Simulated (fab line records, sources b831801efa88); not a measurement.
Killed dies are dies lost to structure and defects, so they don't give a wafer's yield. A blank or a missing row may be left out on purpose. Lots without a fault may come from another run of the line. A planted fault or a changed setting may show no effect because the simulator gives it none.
fab line records | flow sky130
record lots=12 wafers=36 last_day=50
route steps=708 shown VIA1@470 METAL2@492 PAD_OPEN@708
lots that met no fault: from a run of the same line without faults
start_h: hours from the record's first day to the start of the lot's first wafer shown | wait_h: hours since the lot's step before | " the same as in the row above | L1.1+2: a row that stands for several wafers | - no value, or no start given | * or withheld: withheld | < > ~ a bound
route shown NAME@n: a module of which the file shows steps, and the number in the route of the first | usual: mean/standard deviation of fault-free wafers | same: alike in all rows | chamber/n: place in a boat | sites: the reading at each site | _std_site: their standard deviation | _edge_site: outer sites' mean less inner sites' | radius_mm: how far each site lies from the wafer's centre | mask NAME#n: copy n | behind: the tool/chamber that last shaped the wafer | hold: why the lot was held/for how many hours/how that ended | device: the transistor (n, p or np) that didn't switch | end of line: the same wafers' tests at the end of the route | a step without rows: its recipe alone | killed: dies lost to structure and defects at the first sort, not the wafer's yield | map: a wafer's dies, x killed, . not, _ none there
set.NAME: the setting as run; set.NAME@STEP: as run at that earlier step | model.NAME: the simulator's own value behind a step, which no gauge read
steps of the route over a sample of lots; a table a step, a row a wafer
services: from which hour (start_h, from the record's first day; less than 0 if before it) a tool's chamber was out of use, for how many hours, and why
## steps
# step SKY_VIA1_CD_MEAS_12
# recipe target_cd_nm=150
# usual cd_nm=149.8/1.8
# columns lot.wafer tool chamber start_h wait_h cd_nm
L104.1 cd_sem-01 - 790.82 - 152.1
L104.3 " - " " 151.7
L104.4 " - " " 150.2
L107.1 cd_sem-01 - 818.37 - 149.0
L107.3 " - " " 148.1
L107.4 " - " " 148.1
L112.4 cd_sem-02 - 852.70 - 150.3
L112.5 " - " " 148.6
L112.6 " - " " 149.5
L114.2 cd_sem-02 - 875.71 - 152.2
L114.5 " - " " 150.7
L114.6 " - " " 151.8
L116.3 cd_sem-02 - 880.41 - 149.8
L116.4 " - " " 150.0
L116.6 " - " " 149.6
L117.3 cd_sem-02 - 898.38 - 149.2
L117.4 " - " " 147.7
L117.6 " - " " 147.9
L118.2 cd_sem-01 - 905.44 - 151.2
L118.4 " - " " 150.4
L118.6 " - " " 152.2
L119.2 cd_sem-01 - 916.16 - 148.2
L119.3 " - " " 146.2
L119.5 " - " " 147.4
L120.3 cd_sem-01 - 916.86 - 146.9
L120.5 " - " " 147.4
L120.6 " - " " 145.8
L125.2 cd_sem-01 - 946.34 - 151.0
L125.5 " - " " 148.3
L125.6 " - " " 149.0
L126.1 cd_sem-01 - 974.59 - 152.0
L126.3 " - " " 150.7
L126.4 " - " " 151.3
L127.2 cd_sem-02 - 975.54 - 150.5
L127.4 " - " " 152.9
L127.5 " - " " 152.3
# step SKY_METAL2_COAT_09
# recipe resist=BARC temp_c=withheld time_s=withheld spin_rpm=3000 resist_thk_nm=60
# usual resist_line_temp_C=* spin_speed_rpm=2999.8/2
# columns lot.wafer tool chamber start_h wait_h resist_line_temp_C spin_speed_rpm
L104.1 litho_track-04 0 804.96 0.1 * 3002.8
L104.3 " 0 " " * 3001.4
L104.4 " 0 " " * 3002.1
L107.1 litho_track-03 0 832.14 0.1 * 3001.5
L107.3 " 0 " " * 3003.7
L107.4 " 0 " " * 3000.9
L112.4 litho_track-01 0 867.19 0.1 * 2998.7
L112.5 " 0 " " * 2998.8
L112.6 " 0 " " * 3003.2
L114.2 litho_track-04 0 890.28 0.1 * 2996.9
L114.5 " 0 " " * 2998.1
L114.6 " 0 " " * 2995.8
L116.3 litho_track-04 0 895.21 0.1 * 2994.7
L116.4 " 0 " " * 2995.3
L116.6 " 0 " " * 2998.1
L117.3 litho_track-04 0 912.06 0.1 * 3106.4
L117.4 " 0 " " * 3105.8
L117.6 " 0 " " * 3104.9
L118.2 litho_track-04 0 919.39 0.1 * 3106.9
L118.4 " 0 " " * 3107.6
L118.6 " 0 " " * 3108.4
L119.2 litho_track-03 0 929.32 0.1 * 3001.8
L119.3 " 0 " " * 3001.0
L119.5 " 0 " " * 3000.5
L120.3 litho_track-04 0 930.66 0.1 * 3105.0
L120.5 " 0 " " * 3104.8
L120.6 " 0 " " * 3107.4
L125.2 litho_track-03 0 959.32 0.1 * 2997.4
L125.5 " 0 " " * 2999.9
L125.6 " 0 " " * 3000.8
L126.1 litho_track-01 0 987.07 0.1 * 2998.6
L126.3 " 0 " " * 3001.1
L126.4 " 0 " " * 2996.5
L127.2 litho_track-03 0 988.67 0.1 * 3002.5
L127.4 " 0 " " * 2998.4
L127.5 " 0 " " * 3002.2
# step SKY_METAL2_DESCUM_17
# recipe chemistry=O2 source_power_w=150 bias_power_w=0 pressure_mtorr=10 temp_c=40 time_s=8
# usual drypump_motor_current_A=5.8/0.58 oes_product_au=1.001/0.0078
# columns lot.wafer tool chamber start_h wait_h drypump_motor_current_A oes_product_au rf_hours_counter_h
L104.1 rie_metal-02 0 818.62 0.0 5.2 1.001 8
L104.3 " 1 " " 5.0 1.012 -
L104.4 " 0 " " 5.2 0.993 -
L107.1 rie_metal-02 0 846.43 0.0 5.2 0.990 9
L107.3 " 1 " " 5.0 1.013 -
L107.4 " 0 " " 5.2 0.993 -
L112.4 rie_metal-03 1 879.88 0.0 5.9 1.004 -
L112.5 " 1 " " 5.9 1.009 -
L112.6 " 0 " " 6.2 0.995 -
L114.2 rie_metal-03 1 903.42 0.0 5.9 1.004 8
L114.5 " 0 " " 6.2 1.003 -
L114.6 " 1 " " 5.9 0.996 -
L116.3 rie_metal-02 0 907.99 0.0 5.2 0.996 -
L116.4 " 1 " " 5.0 1.006 -
L116.6 " 0 " " 5.2 0.982 -
L117.3 rie_metal-01 1 925.14 0.0 6.4 0.988 -
L117.4 " 0 " " 6.4 1.001 -
L117.6 " 1 " " 6.4 1.008 -
L118.2 rie_metal-02 0 931.92 0.0 5.2 1.000 13
L118.4 " 0 " " 5.2 0.995 -
L118.6 " 0 " " 5.2 1.000 -
L119.2 rie_metal-02 0 941.57 0.0 5.2 0.997 14
L119.3 " 1 " " 5.0 1.005 -
L119.5 " 1 " " 5.0 1.004 -
L120.3 rie_metal-01 1 943.98 0.0 6.5 0.996 -
L120.5 " 1 " " 6.4 1.010 -
L120.6 " 0 " " 6.4 0.999 -
L125.2 rie_metal-03 1 972.52 0.0 5.9 1.004 10
L125.5 " 0 " " 6.2 0.994 -
L125.6 " 1 " " 5.9 0.991 -
L126.1 rie_metal-02 1 999.65 0.0 5.0 1.001 13
L126.3 " 0 " " 5.2 0.993 -
L126.4 " 1 " " 5.0 1.005 -
L127.2 rie_metal-02 0 1000.62 0.0 5.2 0.999 16
L127.4 " 1 " " 5.0 1.006 -
L127.5 " 1 " " 5.1 1.003 -
# step SKY_METAL2_STRIP_20
# recipe chemistry=O2/N2 power_w=1400 pressure_mtorr=1500 platen_temp_c=withheld o2_flow_sccm=3000 n2_flow_sccm=300 overash_fraction=0.5
# usual drypump_motor_current_A=5.7/0.3 oes_product_au=0.343/0.0052 strip_time_to_endpoint_s=2.69/0.035
# columns lot.wafer tool chamber start_h wait_h drypump_motor_current_A oes_product_au rf_hours_counter_h strip_time_to_endpoint_s
L104.1 plasma_asher-02 1 818.86 0.1 6.1 0.336 9 2.71
L104.3 " 1 " " 6.1 0.333 - 2.61
L104.4 " 0 " " 5.3 0.341 - 2.69
L107.1 plasma_asher-02 1 846.61 0.1 6.1 0.350 12 2.76
L107.3 " 0 " " 5.2 0.340 - 2.68
L107.4 " 1 " " 6.1 0.352 - 2.76
L112.4 plasma_asher-03 1 880.08 0.1 5.7 0.347 - 2.68
L112.5 " 1 " " 5.7 0.342 - 2.69
L112.6 " 0 " " 5.6 0.337 - 2.73
L114.2 plasma_asher-02 1 903.60 0.1 6.1 0.339 18 2.67
L114.5 " 0 " " 5.2 0.343 - 2.66
L114.6 " 1 " " 6.1 0.335 - 2.65
L116.3 plasma_asher-04 0 908.19 0.1 5.8 0.347 - 2.73
L116.4 " 1 " " 5.5 0.346 - 2.68
L116.6 " 1 " " 5.5 0.343 - 2.74
L117.3 plasma_asher-03 1 925.34 0.1 5.7 0.336 - 2.70
L117.4 " 0 " " 5.7 0.341 - 2.65
L117.6 " 0 " " 5.7 0.348 - 2.67
L118.2 plasma_asher-02 0 932.16 0.1 5.2 0.340 21 2.70
L118.4 " 1 " " 6.1 0.344 - 2.72
L118.6 " 0 " " 5.2 0.340 - 2.71
L119.2 plasma_asher-03 0 941.81 0.1 5.7 0.346 105 2.73
L119.3 " 1 " " 5.7 0.338 - 2.63
L119.5 " 0 " " 5.7 0.344 - 2.65
L120.3 plasma_asher-02 0 944.18 0.1 5.2 0.335 - 2.64
L120.5 " 0 " " 5.2 0.336 - 2.65
L120.6 " 1 " " 6.1 0.332 - 2.64
L125.2 plasma_asher-03 0 972.70 0.1 5.7 0.349 109 2.70
L125.5 " 0 " " 5.6 0.346 - 2.69
L125.6 " 1 " " 5.7 0.336 - 2.69
L126.1 plasma_asher-03 1 999.83 0.1 5.7 0.349 111 2.64
L126.3 " 0 " " 5.7 0.344 - 2.73
L126.4 " 1 " " 5.7 0.342 - 2.71
L127.2 plasma_asher-02 1 1000.80 0.1 6.1 0.348 28 2.72
L127.4 " 1 " " 6.1 0.336 - 2.63
L127.5 " 1 " " 6.1 0.339 - 2.65
# step SKY_PAD_OPEN_PROBE_99
# usual defect_limited_yield=82.6/2.1 killed_at_M0_to_M3=44/7.5 killed_at_M4_up=3.1/1.7 killed_at_contacts=24/6.2 killed_at_front_end=15/4.2 killed_at_other=0.4/0.58 killed_dies=85/10 killed_open=47/7.7 killed_short=38/6.4 sort_bin_3_pad_short=0.8/0.41 sort_bin_5_function=10.3/1.7 sort_bin_6_memory=6.2/1.1 sort_n_pass=407/10 sort_yield_pct=82.6/2.1
# same gross_dies=492 killed_at_back_side=0 sort_bin_4_leakage[%]=0 sort_bin_8_speed[%]=0
# columns lot.wafer tool chamber start_h wait_h defect_limited_yield[%] killed_at_M0_to_M3 killed_at_M4_up killed_at_contacts killed_at_front_end killed_at_other killed_dies killed_open killed_short sort_bin_3_pad_short[%] sort_bin_5_function[%] sort_bin_6_memory[%] sort_n_pass sort_yield_pct[%]
L104.1 prober-01 - 1072.99 0.1 83.3 40 3 17 22 0 82 37 44 0.6 9.3 6.7 410 83.3
L104.3 prober-01 - 1073.09 0.2 84.3 36 5 21 15 0 77 46 29 0.4 9.8 5.5 415 84.3
L104.4 prober-01 - 1073.14 0.2 83.3 39 7 18 18 0 82 46 35 1.4 9.1 6.1 410 83.3
L107.1 prober-02 - 1094.36 0.1 82.3 43 4 29 11 0 87 47 40 1.0 11.0 5.7 405 82.3
L107.3 prober-02 - 1094.46 0.2 82.7 42 4 26 13 0 85 37 48 0.6 9.6 7.1 407 82.7
L107.4 prober-02 - 1094.51 0.2 81.9 44 1 26 17 1 89 43 46 0.6 10.2 7.3 403 81.9
L112.4 prober-02 - 1123.28 0.2 85.0 45 1 21 6 1 74 46 28 0.6 8.7 5.7 418 85.0
L112.5 prober-02 - 1123.33 0.2 82.1 37 3 27 21 0 88 41 47 1.0 8.9 7.9 404 82.1
L112.6 prober-02 - 1123.38 0.2 85.2 37 4 22 10 0 73 35 38 0.2 8.3 6.3 419 85.2
L114.2 prober-02 - 1139.56 0.1 80.7 51 4 22 17 1 95 51 43 1.0 12.8 5.5 397 80.7
L114.5 prober-02 - 1139.71 0.2 82.1 42 1 26 19 0 88 52 36 1.0 8.7 8.1 404 82.1
L114.6 prober-02 - 1139.76 0.2 83.9 33 3 29 13 1 79 48 31 0.6 7.9 7.5 413 83.9
L116.3 prober-01 - 1142.62 0.2 84.1 27 6 30 14 1 78 42 36 0.6 7.9 7.3 414 84.1
L116.4 prober-01 - 1142.67 0.2 87.4 27 6 18 11 0 62 37 25 1.0 4.9 6.7 430 87.4
L116.6 prober-01 - 1142.77 0.2 83.5 41 4 16 19 1 81 41 39 0.6 11.2 4.7 411 83.5
L117.3 prober-02 - 1154.23 0.2 82.3 40 1 29 16 1 87 54 32 0.4 10.6 6.7 405 82.3
L117.4 prober-02 - 1154.28 0.2 84.1 39 3 18 17 1 78 40 36 0.6 9.6 5.7 414 84.1
L117.6 prober-02 - 1154.38 0.2 80.3 49 1 36 11 0 97 56 41 2.2 11.2 6.3 395 80.3
L118.2 prober-01 - 1162.14 0.1 86.2 38 2 18 10 0 68 38 30 1.0 7.7 5.1 424 86.2
L118.4 prober-01 - 1162.24 0.2 84.6 37 4 23 11 1 76 45 31 1.0 8.1 6.3 416 84.6
L118.6 prober-01 - 1162.34 0.2 82.9 40 5 28 11 0 84 46 36 1.4 9.3 6.3 408 82.9
L119.2 prober-02 - 1166.23 0.1 78.7 54 5 30 15 1 105 57 46 1.4 13.8 6.1 387 78.7
L119.3 prober-02 - 1166.28 0.2 84.8 37 2 19 17 0 75 35 40 1.0 9.8 4.5 417 84.8
L119.5 prober-02 - 1166.38 0.2 75.8 57 3 45 14 0 119 66 52 0.8 14.4 8.9 373 75.8
L120.3 prober-01 - 1167.69 0.2 81.7 52 1 25 12 0 90 46 44 1.2 10.2 6.9 402 81.7
L120.5 prober-01 - 1167.79 0.2 85.6 35 4 25 7 0 71 40 30 0.8 9.1 4.5 421 85.6
L120.6 prober-01 - 1167.84 0.2 84.3 52 4 20 1 0 77 42 35 0.2 9.8 5.7 415 84.3
L125.2 prober-02 - 1187.38 0.1 83.5 48 3 21 9 0 81 41 40 0.6 7.5 8.3 411 83.5
L125.5 prober-02 - 1187.53 0.2 83.9 42 3 20 13 1 79 46 33 0.8 8.5 6.7 413 83.9
L125.6 prober-02 - 1187.58 0.2 80.3 55 4 20 17 1 97 49 48 1.6 11.0 7.1 395 80.3
L126.1 prober-01 - 1205.53 0.1 83.9 45 3 18 13 0 79 37 41 0.8 10.2 5.1 413 83.9
L126.3 prober-01 - 1205.63 0.2 82.1 43 4 19 22 0 88 46 40 0.8 11.8 5.3 404 82.1
L126.4 prober-01 - 1205.68 0.2 80.3 50 4 29 14 0 97 54 43 0.8 12.8 6.1 395 80.3
L127.2 prober-01 - 1208.04 0.1 85.8 36 1 19 14 0 70 45 25 0.2 9.6 4.5 422 85.8
L127.4 prober-01 - 1208.14 0.2 83.3 47 2 19 12 2 82 44 38 0.6 9.6 6.5 410 83.3
L127.5 prober-01 - 1208.19 0.2 80.1 57 4 25 12 0 98 57 41 0.4 11.2 8.3 394 80.1
# killed by level:class
L104.1 CONTACT:geometric_particle:open=8 VIA2:geometric_particle:open=8 METAL1:geometric_particle:short=7 VIA2:geometric_particle:short=6 VIA3:geometric_particle:open=6 FIELD_ISO:geometric_particle:open=5 FIELD_ISO:geometric_particle:short=5 POLY_GATE:geometric_particle:short=5
L104.3 VIA1:geometric_particle:open=8 VIA2:geometric_particle:open=7 CONTACT:geometric_particle:open=6 VIA3:geometric_particle:open=6 POLY_GATE:geometric_particle:open=5 CONTACT:geometric_particle:short=5 METAL1:geometric_particle:short=5 FIELD_ISO:geometric_particle:short=4
L104.4 VIA1:geometric_particle:open=12 LI_CONTACT:geometric_particle:open=6 VIA2:geometric_particle:open=6 VIA3:geometric_particle:short=6 VIA3:geometric_particle:open=6 METAL4:geometric_particle:short=6 FIELD_ISO:geometric_particle:short=5 CONTACT:geometric_particle:open=4
L107.1 VIA1:geometric_particle:open=10 CONTACT:geometric_particle:open=9 VIA1:geometric_particle:short=8 LI_CONTACT:geometric_particle:open=7 VIA3:geometric_particle:open=7 LOCAL_INTERCONNECT:geometric_particle:short=6 METAL2:geometric_particle:short=5 FIELD_ISO:geometric_particle:open=4
L107.3 METAL1:geometric_particle:short=9 CONTACT:geometric_particle:open=9 VIA3:geometric_particle:open=7 METAL2:geometric_particle:short=6 CONTACT:geometric_particle:short=6 VIA1:geometric_particle:short=5 VIA2:geometric_particle:open=5 FIELD_ISO:geometric_particle:open=4
L107.4 METAL1:geometric_particle:short=11 CONTACT:geometric_particle:open=9 VIA3:geometric_particle:open=9 LI_CONTACT:geometric_particle:open=7 METAL2:geometric_particle:short=7 VIA1:geometric_particle:open=6 FIELD_ISO:geometric_particle:short=5 FIELD_ISO:geometric_particle:open=4
L112.4 VIA1:geometric_particle:open=14 LI_CONTACT:geometric_particle:open=6 LOCAL_INTERCONNECT:geometric_particle:short=5 CONTACT:geometric_particle:open=5 VIA3:geometric_particle:short=5 VIA3:geometric_particle:open=5 POLY_GATE:geometric_particle:open=4 VIA2:geometric_particle:open=4
L112.5 CONTACT:geometric_particle:open=10 CONTACT:geometric_particle:short=8 POLY_GATE:geometric_particle:short=7 POLY_GATE:geometric_particle:open=7 VIA1:geometric_particle:open=7 METAL2:geometric_particle:short=7 VIA3:geometric_particle:open=7 VIA1:geometric_particle:short=6
L112.6 CONTACT:geometric_particle:open=9 VIA1:geometric_particle:open=7 METAL2:geometric_particle:short=7 VIA1:geometric_particle:short=6 LI_CONTACT:geometric_particle:open=4 CONTACT:geometric_particle:short=4 VIA3:geometric_particle:open=4 FIELD_ISO:geometric_particle:open=3
L114.2 VIA1:geometric_particle:open=15 VIA3:geometric_particle:open=7 POLY_GATE:geometric_particle:short=7 LI_CONTACT:geometric_particle:open=7 CONTACT:geometric_particle:open=7 VIA1:geometric_particle:short=7 METAL1:geometric_particle:short=7 VIA2:geometric_particle:open=5
L114.5 CONTACT:geometric_particle:open=12 VIA1:geometric_particle:open=9 POLY_GATE:geometric_particle:short=6 LI_CONTACT:geometric_particle:open=6 VIA1:geometric_particle:short=6 VIA2:geometric_particle:open=6 METAL3:geometric_particle:short=5 FIELD_ISO:geometric_particle:open=5
L114.6 CONTACT:geometric_particle:open=12 VIA1:geometric_particle:open=8 LI_CONTACT:geometric_particle:open=5 CONTACT:geometric_particle:short=5 VIA3:geometric_particle:open=5 LOCAL_INTERCONNECT:geometric_particle:short=4 FIELD_ISO:geometric_particle:open=3 POLY_GATE:geometric_particle:short=3
L116.3 CONTACT:geometric_particle:open=10 CONTACT:geometric_particle:short=9 LI_CONTACT:geometric_particle:open=7 VIA2:geometric_particle:open=6 METAL4:geometric_particle:short=6 FIELD_ISO:geometric_particle:short=4 FIELD_ISO:geometric_particle:open=4 VIA1:geometric_particle:short=4
L116.4 VIA1:geometric_particle:open=8 CONTACT:geometric_particle:open=6 VIA1:geometric_particle:short=6 LI_CONTACT:geometric_particle:open=5 VIA2:geometric_particle:open=5 METAL4:geometric_particle:short=5 POLY_GATE:geometric_particle:short=4 CONTACT:geometric_particle:short=4
L116.6 METAL1:geometric_particle:short=8 VIA1:geometric_particle:open=8 FIELD_ISO:geometric_particle:short=7 CONTACT:geometric_particle:open=6 VIA2:geometric_particle:open=6 LI_CONTACT:geometric_particle:open=5 METAL2:geometric_particle:short=5 FIELD_ISO:geometric_particle:open=4
L117.3 CONTACT:geometric_particle:open=14 VIA1:geometric_particle:open=13 VIA3:geometric_particle:open=8 CONTACT:geometric_particle:short=6 METAL2:geometric_particle:short=6 POLY_GATE:geometric_particle:open=5 SPACER:geometric_particle:open=4 LI_CONTACT:geometric_particle:open=4
L117.4 FIELD_ISO:geometric_particle:open=7 METAL1:geometric_particle:short=7 VIA1:geometric_particle:short=7 CONTACT:geometric_particle:open=6 VIA3:geometric_particle:open=6 CONTACT:geometric_particle:short=5 VIA1:geometric_particle:open=5 VIA2:geometric_particle:open=4
L117.6 CONTACT:geometric_particle:open=15 VIA1:geometric_particle:open=14 VIA1:geometric_particle:short=8 LOCAL_INTERCONNECT:geometric_particle:short=7 VIA3:geometric_particle:open=7 CONTACT:geometric_particle:short=5 LI_CONTACT:geometric_particle:short=4 METAL3:geometric_particle:short=4
L118.2 VIA1:geometric_particle:open=10 VIA2:geometric_particle:open=9 CONTACT:geometric_particle:open=6 FIELD_ISO:geometric_particle:short=5 LI_CONTACT:geometric_particle:open=5 METAL2:geometric_particle:short=5 LOCAL_INTERCONNECT:geometric_particle:short=5 METAL3:geometric_particle:short=4
L118.4 CONTACT:geometric_particle:open=11 VIA1:geometric_particle:open=8 VIA3:geometric_particle:open=6 FIELD_ISO:geometric_particle:short=4 LI_CONTACT:geometric_particle:open=4 METAL1:geometric_particle:short=4 VIA2:geometric_particle:open=4 FIELD_ISO:geometric_particle:open=3
L118.6 CONTACT:geometric_particle:open=9 LI_CONTACT:geometric_particle:open=9 VIA1:geometric_particle:open=8 VIA2:geometric_particle:open=7 METAL2:geometric_particle:short=7 LOCAL_INTERCONNECT:geometric_particle:short=6 METAL3:geometric_particle:short=4 VIA3:geometric_particle:open=4
L119.2 CONTACT:geometric_particle:open=15 VIA1:geometric_particle:open=11 METAL2:geometric_particle:short=10 VIA3:geometric_particle:open=10 LI_CONTACT:geometric_particle:open=7 METAL1:geometric_particle:short=7 FIELD_ISO:geometric_particle:short=4 POLY_GATE:geometric_particle:open=4
L119.3 METAL2:geometric_particle:short=8 CONTACT:geometric_particle:open=7 VIA1:geometric_particle:open=6 LI_CONTACT:geometric_particle:open=5 VIA3:geometric_particle:open=5 FIELD_ISO:geometric_particle:short=4 POLY_GATE:geometric_particle:short=4 CONTACT:geometric_particle:short=4
L119.5 VIA1:geometric_particle:open=17 LI_CONTACT:geometric_particle:open=16 CONTACT:geometric_particle:short=9 LOCAL_INTERCONNECT:geometric_particle:short=9 VIA3:geometric_particle:short=8 VIA2:geometric_particle:open=7 CONTACT:geometric_particle:open=6 VIA3:geometric_particle:open=6
L120.3 VIA1:geometric_particle:open=10 METAL2:geometric_particle:short=10 CONTACT:geometric_particle:open=9 METAL3:geometric_particle:short=7 LI_CONTACT:geometric_particle:open=5 VIA2:geometric_particle:open=5 FIELD_ISO:geometric_particle:open=4 FIELD_ISO:geometric_particle:short=4
L120.5 CONTACT:geometric_particle:open=8 METAL2:geometric_particle:short=7 CONTACT:geometric_particle:short=6 LOCAL_INTERCONNECT:geometric_particle:open=5 VIA1:geometric_particle:open=5 LI_CONTACT:geometric_particle:open=4 METAL1:geometric_particle:short=4 METAL3:geometric_particle:short=4
L120.6 VIA1:geometric_particle:open=11 VIA2:geometric_particle:open=11 CONTACT:geometric_particle:open=7 METAL1:geometric_particle:short=6 METAL2:geometric_particle:short=6 LI_CONTACT:geometric_particle:open=4 VIA1:geometric_particle:short=4 LI_CONTACT:geometric_particle:short=3
L125.2 CONTACT:geometric_particle:open=8 VIA3:geometric_particle:open=8 VIA1:geometric_particle:open=7 METAL1:geometric_particle:short=7 METAL2:geometric_particle:short=7 VIA2:geometric_particle:open=5 LI_CONTACT:geometric_particle:open=4 LOCAL_INTERCONNECT:geometric_particle:short=4
L125.5 VIA3:geometric_particle:open=9 CONTACT:geometric_particle:open=8 VIA1:geometric_particle:open=8 LI_CONTACT:geometric_particle:open=6 METAL1:geometric_particle:short=6 POLY_GATE:geometric_particle:short=4 METAL2:geometric_particle:short=4 FIELD_ISO:geometric_particle:open=3
L125.6 VIA1:geometric_particle:open=8 VIA1:geometric_particle:short=8 METAL1:geometric_particle:short=7 VIA2:geometric_particle:open=7 VIA3:geometric_particle:open=7 CONTACT:geometric_particle:open=6 FIELD_ISO:geometric_particle:open=5 POLY_GATE:geometric_particle:short=5
L126.1 VIA1:geometric_particle:open=14 VIA1:geometric_particle:short=9 CONTACT:geometric_particle:open=7 METAL2:geometric_particle:short=5 FIELD_ISO:geometric_particle:short=4 CONTACT:geometric_particle:short=4 METAL1:geometric_particle:short=4 VIA3:geometric_particle:open=4
L126.3 CONTACT:geometric_particle:open=9 VIA1:geometric_particle:open=9 METAL2:geometric_particle:short=7 FIELD_ISO:geometric_particle:short=6 METAL1:geometric_particle:short=6 POLY_GATE:geometric_particle:open=5 VIA3:geometric_particle:open=5 VIA1:geometric_particle:short=5
L126.4 VIA1:geometric_particle:open=21 CONTACT:geometric_particle:open=12 CONTACT:geometric_particle:short=6 METAL2:geometric_particle:short=6 FIELD_ISO:geometric_particle:short=4 FIELD_ISO:geometric_particle:open=4 POLY_GATE:geometric_particle:short=4 LI_CONTACT:geometric_particle:open=4
L127.2 CONTACT:geometric_particle:open=8 VIA1:geometric_particle:open=8 VIA3:geometric_particle:open=7 VIA2:geometric_particle:open=7 FIELD_ISO:geometric_particle:open=5 POLY_GATE:geometric_particle:open=4 CONTACT:geometric_particle:short=4 VIA1:geometric_particle:short=4
L127.4 VIA2:geometric_particle:open=10 CONTACT:geometric_particle:open=8 VIA1:geometric_particle:open=8 LI_CONTACT:geometric_particle:open=6 METAL2:geometric_particle:short=6 VIA1:geometric_particle:short=5 VIA3:geometric_particle:open=5 METAL1:geometric_particle:short=4
L127.5 VIA1:geometric_particle:open=19 METAL1:geometric_particle:short=8 LI_CONTACT:geometric_particle:open=7 CONTACT:geometric_particle:open=7 VIA3:geometric_particle:open=7 CONTACT:geometric_particle:short=6 VIA2:geometric_particle:open=6 POLY_GATE:geometric_particle:short=5
## services
# columns tool chamber start_h hours kind
plasma_asher-03 - 781.30 2.8 pm
rie_metal-01 0 789.25 6.7 repair
plasma_asher-03 - 789.63 17.3 repair
plasma_asher-03 - 817.75 1.3 repair
rie_metal-02 - 849.35 0.2 repair
rie_metal-02 0 892.33 1.4 repair
rie_metal-01 - 902.07 1.4 pm
rie_metal-03 1 909.49 4.4 repair
plasma_asher-04 - 948.72 29.3 repair
plasma_asher-04 - 963.55 2.9 repair
## key
first_sign step=SKY_METAL2_COAT_09 reading=spin_speed_rpm direction=up sigmas=53 usual=2999.8 struck=3106.3
effect none on later readings
met_at SKY_METAL2_COAT_09
struck_lots L117,L118,L120
not_acting_at SKY_VIA1_CD_MEAS_12,SKY_METAL2_DESCUM_17,SKY_METAL2_STRIP_20
onset_between 895.21 912.06
fault kind=process_parameter_drift tool=litho_track-04 chamber=- onset_h=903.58 steps=SKY_METAL2_COAT_09 channel=spin_rpm offset=107.36 shape=step end_h=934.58 acts_in=these_recipes_only stated=3000
